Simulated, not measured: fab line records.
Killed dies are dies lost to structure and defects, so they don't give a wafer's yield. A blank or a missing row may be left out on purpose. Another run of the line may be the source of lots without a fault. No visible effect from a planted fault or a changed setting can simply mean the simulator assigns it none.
Which tool was responsible? :: flow sky130 :: 42 wafers from 14 lots sampled at 3 of the route's 708 steps

== WHAT THE GAUGES READ, wafer by wafer ==
SKY_SD_N_OVL_MEAS_08. Usual: SD_N_OVL gives -0.2 nm (standard deviation 1.5).
lot: L626
measured: day 28 06:07
on: overlay-01
SD_N_OVL (nm): -0.4 1.5 0.7
flag: 

lot: L627
measured: day 28 12:13
on: overlay-01
SD_N_OVL (nm): 0.1 -0.1 -2.5
flag: 

lot: L629
measured: day 29 09:52
on: overlay-02
SD_N_OVL (nm): 2.5 -0.7 1.1
flag: 

lot: L631
measured: day 29 21:13
on: overlay-01
SD_N_OVL (nm): -1.0 -1.3 0.0
flag: 

lot: L634
measured: day 30 22:16
on: overlay-01
SD_N_OVL (nm): -1.6 0.6 -1.3
flag: 

lot: L635
measured: day 31 16:53
on: overlay-01
SD_N_OVL (nm): -0.8 -0.7 -1.2
flag: 

lot: L636
measured: day 31 18:04
on: overlay-02
SD_N_OVL (nm): -0.1 -0.2 0.6
flag: 

lot: L637
measured: day 32 01:16
on: overlay-02
SD_N_OVL (nm): 0.0 1.0 1.1
flag: 

lot: L638
measured: day 32 05:38
on: overlay-01
SD_N_OVL (nm): 0.5 0.1 -1.5
flag: 

lot: L639
measured: day 32 11:16
on: overlay-02
SD_N_OVL (nm): 2.0 2.9 1.7
flag: 

lot: L640
measured: day 32 23:40
on: overlay-02
SD_N_OVL (nm): 0.7 -0.4 -0.8
flag: 

lot: L643
measured: day 34 07:14
on: overlay-01
SD_N_OVL (nm): -1.4 -0.8 -0.4
flag: 

lot: L645
measured: day 34 12:22
on: overlay-02
SD_N_OVL (nm): -1.9 -0.7 2.7
flag: 

lot: L647
measured: day 34 17:19
on: overlay-02
SD_N_OVL (nm): -2.2 0.4 0.8
flag: 

SKY_LI_CONTACT_THK_MEAS_01. Usual: LI_CONTACT_HDPCVD_THK gives 929 nm (standard deviation 7.9).
lot: L626
measured: day 28 07:20
on: film metro-03
LI_CONTACT_HDPCVD_THK (nm): 923 933 919
flag: 

lot: L627
measured: day 28 13:30
on: film metro-03
LI_CONTACT_HDPCVD_THK (nm): 932 928 934
flag: 

lot: L629
measured: day 29 11:05
on: film metro-02
LI_CONTACT_HDPCVD_THK (nm): 932 933 937
flag: 

lot: L631
measured: day 29 22:26
on: film metro-04
LI_CONTACT_HDPCVD_THK (nm): 934 921 924
flag: 

lot: L634
measured: day 30 23:29
on: film metro-04
LI_CONTACT_HDPCVD_THK (nm): 914 930 925
flag: 

lot: L635
measured: day 31 18:05
on: film metro-04
LI_CONTACT_HDPCVD_THK (nm): 938 935 923
flag: 

lot: L636
measured: day 31 19:16
on: film metro-04
LI_CONTACT_HDPCVD_THK (nm): 930 915 932
flag: 

lot: L637
measured: day 32 02:28
on: film metro-02
LI_CONTACT_HDPCVD_THK (nm): 931 933 936
flag: 

lot: L638
measured: day 32 06:52
on: film metro-02
LI_CONTACT_HDPCVD_THK (nm): 923 924 920
flag: 

lot: L639
measured: day 32 12:29
on: film metro-04
LI_CONTACT_HDPCVD_THK (nm): 928 921 918
flag: 

lot: L640
measured: day 33 00:53
on: film metro-02
LI_CONTACT_HDPCVD_THK (nm): 939 942 941
flag: 

lot: L643
measured: day 34 08:26
on: film metro-04
LI_CONTACT_HDPCVD_THK (nm): 918 921 925
flag: 

lot: L645
measured: day 34 13:34
on: film metro-04
LI_CONTACT_HDPCVD_THK (nm): 940 928 942
flag: 

lot: L647
measured: day 34 18:31
on: film metro-03
LI_CONTACT_HDPCVD_THK (nm): 917 928 918
flag: 

SKY_LI_CONTACT_CD_MEAS_12: target cd 170 nm. Usual: cd nm 170.3 nm, standard deviation 1.7.
lot: L626
measured: day 29 11:49
on: cd sem-01
cd nm (nm): 169.4 169.1 171.0
flag: 

lot: L627
measured: day 29 17:53
on: cd sem-02
cd nm (nm): 169.2 169.3 168.3
flag: 

lot: L629
measured: day 30 14:50
on: cd sem-01
cd nm (nm): 171.5 170.8 171.5
flag: 

lot: L631
measured: day 31 02:28
on: cd sem-01
cd nm (nm): 168.2 169.3 169.7
flag: 

lot: L634
measured: day 32 03:19
on: cd sem-01
cd nm (nm): 171.7 171.8 171.6
flag: 

lot: L635
measured: day 32 21:28
on: cd sem-02
cd nm (nm): 172.6 173.5 173.5
flag: 

lot: L636
measured: day 32 22:33
on: cd sem-02
cd nm (nm): 168.9 169.4 169.6
flag: 

lot: L637
measured: day 33 06:35
on: cd sem-01
cd nm (nm): 166.6 167.8 167.4
flag: 

lot: L638
measured: day 33 10:00
on: cd sem-02
cd nm (nm): 168.7 169.2 167.4
flag: 

lot: L639
measured: day 33 15:04
on: cd sem-02
cd nm (nm): 168.6 169.4 170.0
flag: 

lot: L640
measured: day 34 02:35
on: cd sem-01
cd nm (nm): 169.1 167.3 167.1
flag: 

lot: L643
measured: day 35 11:13
on: cd sem-02
cd nm (nm): 169.2 169.4 169.6
flag: 

lot: L645
measured: day 35 16:12
on: cd sem-02
cd nm (nm): 171.6 171.9 171.6
flag: 

lot: L647
measured: day 35 21:19
on: cd sem-02
cd nm (nm): 171.3 170.4 170.6
flag: 

== EACH LOT AND THE TOOL THAT RAN IT (in order: tool; ch and the chambers of the sampled wafers; start) ==
Record: no process step prior to these readings.

== AS READ BY THE TOOLS THEMSELVES (means over the sampled wafers that have a number; for cases with no such wafer, the mark the record gives instead) ==
The record holds no such reading with a usual standard deviation.

== THE ANSWER, worked out from the rows above alone ==
Rule: lot off if the mean of its wafers having a number is beyond 3 standard deviations from the usual mean. Also off: a lot with no number at a reading for which 4 or more lots have one. The other lots that the step has rows for count as sound. After the gauges, taken in route order, come the tools' own readings; for these a lot's mean is taken, as printed above. The first step at which some lot is off is used, and at that step the reading that is off furthest; a lot without a number counts as furthest.
Nothing can be told from this: no lot is off at any reading shown.

== WHAT THE SIMULATOR HAD PUT IN ==
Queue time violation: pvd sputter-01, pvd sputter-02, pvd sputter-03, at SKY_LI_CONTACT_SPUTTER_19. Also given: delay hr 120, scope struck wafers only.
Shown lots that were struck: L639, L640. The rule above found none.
